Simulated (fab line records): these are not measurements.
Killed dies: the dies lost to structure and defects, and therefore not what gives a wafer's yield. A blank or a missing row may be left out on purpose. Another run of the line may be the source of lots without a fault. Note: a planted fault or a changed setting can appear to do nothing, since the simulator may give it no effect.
2 desks, one fault    flow gf180mcu    each desk holds nothing but its own numbers, with what lay behind them at the end

THE TOOL OWNER'S DESK: pvd_sputter-04
The tool's own readings at GF_V5_SPUTTER_21 (material Ti, target thk 15 nm, time 80.02 s): means of the sampled wafers that have a number, for each lot that ran on this tool. The brackets show how far a lot's mean lies from the usual mean; more than 4 standard deviations puts the lot out of limits, marked OUT.
Columns: A = throttle_valve_pct at GF_V5_SPUTTER_21, usual 29.9 %
lot   first seen here  A
L866  day 27 05:17     29.7
L869  day 27 20:34     29.7
L878  day 30 17:29     29.8
L879  day 31 00:59     29.7
L881  day 31 16:39     29.8
L886  day 32 23:50     29.2
This desk found nothing out of limits on any of the 6 lots.

THE METROLOGY DESK
What the gauges read for every lot (on any tool): the sampled wafers with a number, averaged. The brackets show how far a lot's mean lies from the usual mean; more than 4 standard deviations puts the lot out of limits, marked OUT.
Columns: A = M4_ALCU_RS at GF_M4_RS_MEAS_05, usual 0.0693 ohm/sq
lot   first seen here  A
L866  day 22 10:58     0.0695
L869  day 23 06:46     0.0690
L870  day 23 20:04     0.0693
L871  day 24 04:57     0.0680
L873  day 24 17:00     0.0701
L874  day 25 05:17     0.0694
L877  day 26 09:19     0.0686
L878  day 26 10:34     0.0700
L879  day 26 21:41     0.0694
L880  day 27 08:46     0.0690
L881  day 27 16:31     0.0697
L883  day 27 23:55     0.0686
L886  day 29 02:20     0.0701
This desk found nothing out of limits on any of the 13 lots.

BROUGHT TOGETHER
The desk of the tool owner found nothing out of limits.
Metrology desk: nothing out of limits seen.

WHAT THE SIMULATOR HAD PUT IN
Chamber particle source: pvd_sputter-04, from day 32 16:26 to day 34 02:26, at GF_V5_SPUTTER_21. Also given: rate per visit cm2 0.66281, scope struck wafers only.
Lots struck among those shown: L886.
